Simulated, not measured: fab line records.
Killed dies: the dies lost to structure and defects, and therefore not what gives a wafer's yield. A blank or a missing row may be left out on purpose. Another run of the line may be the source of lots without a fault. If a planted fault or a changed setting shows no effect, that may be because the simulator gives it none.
A struck lot beside a sound one / flow gf180mcu / 18 out of 602 route steps
Sound: the wafers L935.3, L935.4, L935.6. Struck: wafer L950.6 (left out: L950.5, a lot-mate that was not struck); the cause follows at the end.
At each step with rows: each side's tool, then ch and its chambers, then its first start. Under that, the readings that differ: sound wafers / struck wafers / difference of the means / sigmas: that difference in standard deviations of wafers without a fault.
alike: readings whose means differ by less than 2 such deviations, and words and numbers that are the same on both sides. not compared: withheld readings, readings that some wafer has no value for, bounds like >300 that may hide the same value, and numbers for which the record gives no deviation and whose values overlap.
Wherever a step has rows on one side only, a row that says differs or no value, or a row with sigmas, the two part there. Numbers that have no deviation but don't overlap get no sigmas and don't part them. A reading that every wafer of one side lacks parts them only if that side has two wafers or more.

first, 3 steps without rows for these wafers: GF_V1_EXPOSE_11 (exposes mask Via1, target cd 260 nm); GF_V1_PEB_12 (peb time 90 s); GF_V1_DEVELOP_13 (develop time 60 s).
GF_V1_CD_MEAS_14: the cd target is 260 nm.
  sound on cd_sem-02 at day 19 11:50; struck on cd_sem-01 at day 25 06:37
  alike: cd_nm
GF_V1_OVL_MEAS_15:
  sound on overlay-02 at day 19 11:55; struck on overlay-02 at day 25 06:41
  alike: V1_OVL
GF_V1_ETCH_16: etches BARC in N2/H2.
  sound on rie_diel-01 ch 0,2, day 19 11:57; struck on rie_diel-04 ch 0, day 25 06:43
  alike: drypump_motor_current_A, oes_product_au, throttle_valve_pct
then, 1 step without rows for these wafers: GF_V1_ETCH_17 (etches SiO2 in C4F8/O2/Ar, stops on TiN, target depth 630 nm).
GF_V1_STRIP_18: strips in O2/N2.
  sound on plasma_asher-04 ch 0,1, day 19 12:07; struck on plasma_asher-04 ch 0, day 25 06:53
  alike: drypump_motor_current_A, heater_power_w, oes_product_au
  not compared: rf_hours_counter_h
then, 2 steps without rows for these wafers: GF_V1_STRIP_19 (strips in post etch residue remover, time 1200 s); GF_V1_CLEAN_20 (cleans in DIW).
GF_V1_SPUTTER_21: material Ti, target thk 15 nm, time 80.02 s.
  sound on pvd_sputter-02 at day 19 12:37; struck on pvd_sputter-03 at day 25 07:25
  alike: throttle_valve_pct
GF_V1_SPUTTER_22: material TiN, target thk 10 nm, time 40 s.
  sound on pvd_sputter-02 at day 19 12:41; struck on pvd_sputter-03 at day 25 07:28
  alike: throttle_valve_pct
GF_V1_CVD_23: deposits W, target thk 350 nm, time 105.05 s.
  sound on cvd_w-02 ch 0,1, day 19 12:46; struck on cvd_w-02 ch 0, day 25 07:34
reading=model.W_of_V1_CVD_23.thk_nm (nm); sound=351.1 356.7 356.6; struck=300.7; difference=-54.1; sigmas=
  alike: heater_power_w
GF_V1_RS_MEAS_24: measures by four-point-probe.
  sound on film_metro-04 at day 19 12:52; struck on film_metro-04 at day 25 07:58
reading=V1_W_RS (ohm/sq); sound=0.325 0.321 0.320; struck=0.382; difference=+0.060; sigmas=+12
  not compared: hold
GF_V1_THK_MEAS_25: measures by xrf.
  sound on film_metro-04 at day 19 12:58; struck on film_metro-04 at day 25 17:11
reading=V1_W_THK (nm); sound=353 359 359; struck=303; difference=-54; sigmas=-8
  not compared: hold
GF_V1_CMP_26: polishes, stops on SiO2, t overpolish 15 s, target thk 0 nm.
  sound on cmp-02 ch 0,3, day 19 13:04; struck on cmp-02 ch 0, day 25 23:08
reading=hold; sound=- - -; struck=await_dispo/5.7h/release; difference=no value on the sound wafers; sigmas=
  alike: motor_current_A, slurry_flow_ml_min, time_to_endpoint_s
GF_M2_SPUTTER_00: material Ti, target thk 37.5 nm, time 150 s.
  sound on pvd_sputter-01 at day 19 13:19; struck on pvd_sputter-01 at day 25 23:17
  alike: throttle_valve_pct
-- the record jumps here: 8 days lie between the struck wafers' starts before and after (it left off in module M2 and takes up again in module PASSIVATION, whose first step shown is number 602 of the route) --
GF_PASSIVATION_PROBE_99:
  the record has rows for the struck wafers here (prober-01, day 34 09:05) and none for the sound ones

WHERE THEY PART
Last at GF_PASSIVATION_PROBE_99 as far as this record goes, first at GF_V1_RS_MEAS_24.

WHY: what the simulator had put in
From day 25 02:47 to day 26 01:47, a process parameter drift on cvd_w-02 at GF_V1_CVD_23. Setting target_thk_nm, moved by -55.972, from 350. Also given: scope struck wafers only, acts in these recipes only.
